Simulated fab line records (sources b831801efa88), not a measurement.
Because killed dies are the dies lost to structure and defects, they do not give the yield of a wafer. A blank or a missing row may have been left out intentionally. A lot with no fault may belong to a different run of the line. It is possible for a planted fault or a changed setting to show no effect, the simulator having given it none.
Problem report, 8D (eight disciplines) form, completed by code | flow sky130 | the parts of the form that need people (team, actions taken, sign-off) are left out

1. PROBLEM STATEMENT
VIA4_BOW at SKY_VIA4_BOW_MEAS_03 reads a mean of 132 um on 9 wafers of 3 lots; wafers without a fault read 79 um with a standard deviation of 6.5. That is +8.2 standard deviations from the usual mean.
First seen on wafer L215.1, day 45 06:01, on film-metro-03. The record has a number at this step for 45 wafers belonging to 15 lots. By rule, "out" or "out of limits" means more than 4 standard deviations away from the usual mean. The rest of the wafers with a number are treated as sound.

2. WHAT THIS IS AND IS NOT
question                    | is                                          | is not
which readings at this step | VIA4_BOW                                    | -
which lots                  | L215, L216, L217                            | L203, L204, L206, L207, L208, L210, L212, L213, L214, L224, L225, L226
which wafers of those lots  | all that have a number                      | -
read on which gauges        | film-metro-01, film-metro-03, film-metro-04 | -
when                        | from day 45 06:01                           | up to then (27 sound wafers); but 9 sound wafers of L224, L225, L226 came after

3. THE SUSPECTS, EACH WITH WHAT RULES IT OUT
Counting: any tool at a process step up to the reading is kept as a suspect provided that every lot that is out went through it and no sound lot did after the first of them.
- ruled out: the gauge at SKY_VIA4_BOW_MEAS_03. The wafers that are out were read on 3 gauges (film-metro-01, film-metro-03, film-metro-04).
- cvd-w-02 at SKY_VIA1_CVD_21 (deposits W, target thk 270 nm, time 80.902 s): ruled out as a lasting fault. Sound lots L224, L226, L225 ran on it after its first lot that is out, L215 (day 38 01:23).
- cmp-01 at SKY_VIA4_CMP_02 (polishes SiO2): ruled out as a lasting fault. Sound lots L226 ran on it after its first lot that is out, L215 (day 45 05:43).
Left after counting: nothing in the record.

4. THE CAUSE (what the simulator had put in)
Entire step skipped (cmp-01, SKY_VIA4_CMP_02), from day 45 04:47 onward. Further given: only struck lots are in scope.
The count ruled it out by mistake, since the rule takes a fault to strike every lot its tool runs from the start of the fault on, and this one did not do so.

5. THE EFFECT CHAIN, in route order
Each row: a reading whose mean over the struck wafers that have a number lies more than 3 standard deviations from the usual. Only readings for which the record gives a usual standard deviation are gone through. hours: the time from each lot's start at the first step in this table that gives one to its start at this step, as a median over the lots. sigmas: the change in usual standard deviations.
hours | step                 | reading        | usual      | on struck wafers | change | sigmas
0     | SKY_VIA4_BOW_MEAS_03 | VIA4_BOW       | 79 um      | 132              | +53    | +8.2
20    | SKY_VIA4_ETCH_12     | oes-product-au | 0.925 a.u. | 1.606            | +0.681 | +99 or more
The process steps in it:
- SKY_VIA4_ETCH_12: etches SiO2 in C4F8/O2/Ar, stops on TiN, target depth 580 nm.
Readings that are blank on the struck wafers while sound wafers have them: edge-zone-pressure-frac at SKY_VIA4_CMP_02; head-pressure-psi at SKY_VIA4_CMP_02; motor-current-A at SKY_VIA4_CMP_02; retaining-ring-pressure-frac at SKY_VIA4_CMP_02.

6. HOW IT WOULD HAVE BEEN CAUGHT EARLIER
In this record the first reading out of limits at a measuring or inspecting step was taken at day 45 06:01, 1 hour after the fault began at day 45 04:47.
At SKY_VIA4_CMP_02 the tool's readings are blank on the struck wafers, where sound wafers have them: an empty tool record is the first sign, and it was there at once.
